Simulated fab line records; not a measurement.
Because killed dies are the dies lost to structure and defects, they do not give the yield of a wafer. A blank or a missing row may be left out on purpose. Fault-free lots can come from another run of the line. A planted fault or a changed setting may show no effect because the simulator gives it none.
Split-lot study / flow gf180mcu / 23 wafers read across 5 lots, on a route 602 steps long

== SPLIT DETAILS ==
At GF_HV_LDD_IMPLANT_34, the setting dose cm2 was moved away from the recipe's 7.5e+12 on 9 of the 23 wafers read, by -16.9% to +14.4%. For the rest of the wafers, this setting stayed at what the recipe calls for.

== FROM THE SPLIT TO THE READING: what the file shows between them, 4 steps ==
- GF_HV_LDD_IMPLANT_48 (also split here: energy kev)
- GF_HV_LDD_STRIP_49: strips in O2/N2
- GF_HV_LDD_CLEAN_51: cleans in SC1/SC2, time 150 s
- GF_HV_LDD_RTA_52: time 10 s

== THE READING ==
Measured at GF_HV_LDD_RS_MEAS_53 by four-point probe: HV_LDD_RS, in ohm/sq. Fault-free wafers of this fab line usually give 418.6 ohm/sq, standard deviation 0.76 ohm/sq.

wafer=L076.2; tool, chamber at the split=implanter-04, 0; dose cm2 as run=7.5e+12; against the recipe=recipe; HV_LDD_RS, ohm/sq=419.0; against lot-mates on the recipe=-
wafer=L076.3; tool, chamber at the split=implanter-04, 0; dose cm2 as run=7.5e+12; against the recipe=recipe; HV_LDD_RS, ohm/sq=419.4; against lot-mates on the recipe=-
wafer=L076.4; tool, chamber at the split=implanter-04, 0; dose cm2 as run=8.581e+12; against the recipe=+14.4%; HV_LDD_RS, ohm/sq=415.8; against lot-mates on the recipe=-3.4
wafer=L076.5; tool, chamber at the split=implanter-04, 0; dose cm2 as run=8.581e+12; against the recipe=+14.4%; HV_LDD_RS, ohm/sq=416.3; against lot-mates on the recipe=-2.9
wafer=L076.6; tool, chamber at the split=implanter-04, 0; dose cm2 as run=8.581e+12; against the recipe=+14.4%; HV_LDD_RS, ohm/sq=415.8; against lot-mates on the recipe=-3.4
wafer=L077.1; tool, chamber at the split=implanter-04, 0; dose cm2 as run=7.5e+12; against the recipe=recipe; HV_LDD_RS, ohm/sq=418.7; against lot-mates on the recipe=-
wafer=L077.2; tool, chamber at the split=implanter-04, 0; dose cm2 as run=7.5e+12; against the recipe=recipe; HV_LDD_RS, ohm/sq=417.7; against lot-mates on the recipe=-
wafer=L077.6; tool, chamber at the split=implanter-04, 0; dose cm2 as run=7.5e+12; against the recipe=recipe; HV_LDD_RS, ohm/sq=419.6; against lot-mates on the recipe=-
wafer=L080.1; tool, chamber at the split=implanter-04, 0; dose cm2 as run=7.5e+12; against the recipe=recipe; HV_LDD_RS, ohm/sq=418.2; against lot-mates on the recipe=-
wafer=L080.2; tool, chamber at the split=implanter-04, 0; dose cm2 as run=7.5e+12; against the recipe=recipe; HV_LDD_RS, ohm/sq=419.0; against lot-mates on the recipe=-
wafer=L080.3; tool, chamber at the split=implanter-04, 0; dose cm2 as run=7.5e+12; against the recipe=recipe; HV_LDD_RS, ohm/sq=418.2; against lot-mates on the recipe=-
wafer=L080.5; tool, chamber at the split=implanter-04, 0; dose cm2 as run=7.5e+12; against the recipe=recipe; HV_LDD_RS, ohm/sq=417.9; against lot-mates on the recipe=-
wafer=L080.6; tool, chamber at the split=implanter-04, 0; dose cm2 as run=7.5e+12; against the recipe=recipe; HV_LDD_RS, ohm/sq=419.0; against lot-mates on the recipe=-
wafer=L082.1; tool, chamber at the split=implanter-04, 0; dose cm2 as run=7.5e+12; against the recipe=recipe; HV_LDD_RS, ohm/sq=417.0; against lot-mates on the recipe=-
wafer=L082.2; tool, chamber at the split=implanter-04, 0; dose cm2 as run=6.233e+12; against the recipe=-16.9%; HV_LDD_RS, ohm/sq=420.7; against lot-mates on the recipe=+2.9
wafer=L082.3; tool, chamber at the split=implanter-04, 0; dose cm2 as run=6.233e+12; against the recipe=-16.9%; HV_LDD_RS, ohm/sq=421.7; against lot-mates on the recipe=+3.9
wafer=L082.5; tool, chamber at the split=implanter-04, 0; dose cm2 as run=6.233e+12; against the recipe=-16.9%; HV_LDD_RS, ohm/sq=421.5; against lot-mates on the recipe=+3.7
wafer=L082.6; tool, chamber at the split=implanter-04, 0; dose cm2 as run=7.5e+12; against the recipe=recipe; HV_LDD_RS, ohm/sq=418.6; against lot-mates on the recipe=-
wafer=L084.1; tool, chamber at the split=implanter-01, 0; dose cm2 as run=7.5e+12; against the recipe=recipe; HV_LDD_RS, ohm/sq=417.7; against lot-mates on the recipe=-
wafer=L084.2; tool, chamber at the split=implanter-01, 0; dose cm2 as run=7.5e+12; against the recipe=recipe; HV_LDD_RS, ohm/sq=417.1; against lot-mates on the recipe=-
wafer=L084.3; tool, chamber at the split=implanter-01, 0; dose cm2 as run=7.882e+12; against the recipe=+5.1%; HV_LDD_RS, ohm/sq=416.5; against lot-mates on the recipe=-0.9
wafer=L084.5; tool, chamber at the split=implanter-01, 0; dose cm2 as run=7.882e+12; against the recipe=+5.1%; HV_LDD_RS, ohm/sq=416.9; against lot-mates on the recipe=-0.5
wafer=L084.6; tool, chamber at the split=implanter-01, 0; dose cm2 as run=7.882e+12; against the recipe=+5.1%; HV_LDD_RS, ohm/sq=417.0; against lot-mates on the recipe=-0.4

THE FIT
A straight line over all 23 wafers: HV_LDD_RS changes by -0.177 ohm/sq for each +1% of dose cm2; r = -0.91; the points scatter about the line by 0.71 ohm/sq.
The same after taking each lot's own level away (the mean of its wafers on the recipe; 23 wafers): -0.21 ohm/sq for each +1%; r = -0.96; scatter 0.54 ohm/sq.
Per that fit: largest dose cm2 move, reading shift of 3.5 ohm/sq.
Measured against the standard deviation above, the lots' own levels, which go from 417.40 to 419.20 ohm/sq, span 2.4 times it.
So the lot-to-lot level changes the slope: the two fits differ.
Check: with one of the wafers moved furthest among these (-16.9%) left out of the fit, the line predicts +3.78 ohm/sq for it against its lot-mates. It came out at +2.9 ohm/sq against them.

== OTHER SPLITS APPLIED TO THESE WAFERS ==
These wafers also went through other splits before the reading. Each is held against what the fit with the lots' levels taken away leaves over:
other split on the same wafers=GF_HV_LDD_SOFTBAKE_03 temp c; wafers away from the commonest value=11; r with HV_LDD_RS (lot level and that fit taken away)=-0.32
other split on the same wafers=GF_HV_LDD_IMPLANT_48 energy kev; wafers away from the commonest value=8; r with HV_LDD_RS (lot level and that fit taken away)=+0.26

== FILE'S OWN FIT ==
HV_LDD_RS changes by -0.209 ohm/sq for each +1% of dose cm2, r = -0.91.
